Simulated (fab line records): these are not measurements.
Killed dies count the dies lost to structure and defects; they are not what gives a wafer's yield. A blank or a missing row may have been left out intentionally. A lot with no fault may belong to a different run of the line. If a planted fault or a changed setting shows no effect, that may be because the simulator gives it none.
Check for tools in common    flow sky130    Lots sampled 13, wafers sampled 45

== WHAT PROMPTED THE OPENING ==
At SKY_FIELD_ISO_THK_MEAS_02 the reading FIELD_ISO_OXIDATION_00_THK is flagged on 2 of 13 lots. No-fault wafers: 11.83 nm, standard deviation 0.2.
Rule: a lot is flagged when every wafer of it that has a number lies more than 4 standard deviations from that mean, or none has a number. All remaining lots are regarded as sound.

lot   measured     on             FIELD_ISO_OXIDATION_00_THK (nm), wafer by wafer  flag
L769  day 1 11:41  film metro-03  11.72 11.68 11.57                                
L770  day 1 17:31  film metro-03  11.72 11.94 11.91                                
L771  day 1 22:02  film metro-01  11.87 12.04 11.90                                
L772  day 2 03:47  film metro-01  11.75 11.68 11.57                                
L773  day 2 09:13  film metro-03  11.57 11.65 11.65                                
L774  day 2 17:32  film metro-03  18.65 18.75 18.69 18.58 18.71 18.72              FLAGGED
L775  day 3 00:38  film metro-03  18.63 18.20 18.85 18.73 18.16 18.86              FLAGGED
L786  day 5 00:38  film metro-03  11.80 11.71 11.65                                
L787  day 5 07:19  film metro-03  11.60 11.47 11.58                                
L788  day 5 10:38  film metro-03  11.85 12.03 11.72                                
L789  day 5 17:40  film metro-03  11.89 11.83 11.97                                
L791  day 6 02:17  film metro-04  11.70 11.77 11.64                                
L792  day 6 08:10  film metro-03  11.82 11.91 11.85                                
On average the flagged lots' numbers are 18.63 nm, which is +6.80 nm against the usual, or +34 standard deviations.

== TOOL THAT RAN EACH LOT ==
The record keeps 1 process step preceding the reading, out of 708 steps on the route. In each cell: the tool, then ch and the chambers that the sampled wafers went through, then the start.
lot   flag     SKY_FIELD_ISO_OXIDATION_01
L769           furnace-02 ch 0, day 1 10:10
L770           furnace-01 ch 0, day 1 15:58
L771           furnace-01 ch 0, day 1 20:31
L772           furnace-01 ch 0, day 2 02:16
L773           furnace-01 ch 0, day 2 07:42
L774  FLAGGED  furnace-02 ch 0, day 2 13:15
L775  FLAGGED  furnace-02 ch 0, day 2 20:10
L786           furnace-01 ch 0, day 4 23:07
L787           furnace-01 ch 0, day 5 05:49
L788           furnace-01 ch 0, day 5 09:07
L789           furnace-01 ch 0, day 5 16:10
L791           furnace-01 ch 0, day 6 00:47
L792           furnace-01 ch 0, day 6 06:38
What the steps here do:
- SKY_FIELD_ISO_OXIDATION_01: stabilise 600 s, purge 300 s, target thk 12 nm.
- SKY_FIELD_ISO_THK_MEAS_02

== FLAGGED AGAINST TOTAL, ONE TOOL AT A TIME (gauges that did the reading follow at the end) ==
step                        tool           lots run  flagged  share of the flagged lots  sound lots run after its first flagged lot
SKY_FIELD_ISO_OXIDATION_01  furnace-01     10        0        none                       -
SKY_FIELD_ISO_OXIDATION_01  furnace-02     3         2        all                        0
SKY_FIELD_ISO_THK_MEAS_02   film metro-01  2         0        none                       -
SKY_FIELD_ISO_THK_MEAS_02   film metro-03  10        2        all                        5 (L786,L787,L788,L789,L792)
SKY_FIELD_ISO_THK_MEAS_02   film metro-04  1         0        none                       -

== WHAT THE TABLE PERMITS ==
Rows of the table that ran all the flagged lots, 2 in number: furnace-02 at SKY_FIELD_ISO_OXIDATION_01; film metro-03 at SKY_FIELD_ISO_THK_MEAS_02.
- furnace-02 at SKY_FIELD_ISO_OXIDATION_01 ran 3 lots, 2 of them flagged. A fault beginning between L769 (day 1 10:10), its last sound lot, and L774 (day 2 13:15), its first flagged one, fits the data.
- film metro-03 at SKY_FIELD_ISO_THK_MEAS_02 ran 10 lots, 2 of them flagged. Sound lots followed the first flagged one (L786, L787, L788, L789, L792) on it, something a lasting fault affecting the whole tool could not allow.
What remains is a single tool, furnace-02 at SKY_FIELD_ISO_OXIDATION_01.

== WHAT WAS PUT IN BY THE SIMULATOR ==
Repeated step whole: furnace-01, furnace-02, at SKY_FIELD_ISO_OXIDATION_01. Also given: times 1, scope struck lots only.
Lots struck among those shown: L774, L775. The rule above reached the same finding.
